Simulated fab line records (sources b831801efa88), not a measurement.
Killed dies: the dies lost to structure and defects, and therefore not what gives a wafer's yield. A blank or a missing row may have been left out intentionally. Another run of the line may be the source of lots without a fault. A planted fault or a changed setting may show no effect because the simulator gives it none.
The tool behind it: which one? :: flow gf180mcu :: Sampling: 6 lots, 18 wafers, 2 of 602 route steps

== WHAT THE GAUGES READ, wafer by wafer ==
GF_V5_THK_MEAS_01.
lot: L488
measured: day 26 11:58
on: film metro-02
V5_CVD_00_THK (nm): 304.1 296.3 304.2

lot: L491
measured: day 27 20:15
on: film metro-02
V5_CVD_00_THK (nm): 302.0 301.9 299.3

lot: L493
measured: day 28 07:10
on: film metro-03
V5_CVD_00_THK (nm): 298.7 300.1 302.4

lot: L498
measured: day 30 02:47
on: film metro-02
V5_CVD_00_THK (nm): 301.3 300.1 300.3

lot: L502
measured: day 30 22:27
on: film metro-03
V5_CVD_00_THK (nm): 304.1 299.6 299.1

lot: L509
measured: day 32 16:23
on: film metro-02
V5_CVD_00_THK (nm): 304.7 299.7 302.9

== EACH LOT AND THE TOOL THAT RAN IT (in order: tool; ch and the chambers of the sampled wafers; start) ==
lot: L488
GF_MIM_SPUTTER_08: pvd sputter-02, day 24 15:35

lot: L491
GF_MIM_SPUTTER_08: pvd sputter-04, day 26 02:31

lot: L493
GF_MIM_SPUTTER_08: pvd sputter-04, day 26 13:34

lot: L498
GF_MIM_SPUTTER_08: pvd sputter-04, day 28 11:13

lot: L502
GF_MIM_SPUTTER_08: pvd sputter-01, day 29 08:42

lot: L509
GF_MIM_SPUTTER_08: pvd sputter-02, day 31 05:01
- GF_MIM_SPUTTER_08: material AlCu, target thk 200 nm, time 10.6 s.

== THE ANSWER, worked out from the rows above alone ==
Rule: the lots themselves supply what counts as usual. The widest of any qualifying gaps counts: lots, ordered by their means at a reading, are off when they make up no more than a third of the lots, leave a main group of 4 or more, and stand apart from it by 3 or more times the standard deviation of that group's means. If all means in a main group match to the digits the tables above print for the reading, that group is not used. A lot without any number at a reading at which 4 lots or more have one is off too. Where the step has rows for the other lots, those lots are counted as sound.
None of the lots is off at any reading shown; this tells nothing.

== WHAT HAD BEEN PUT IN BY THE SIMULATOR ==
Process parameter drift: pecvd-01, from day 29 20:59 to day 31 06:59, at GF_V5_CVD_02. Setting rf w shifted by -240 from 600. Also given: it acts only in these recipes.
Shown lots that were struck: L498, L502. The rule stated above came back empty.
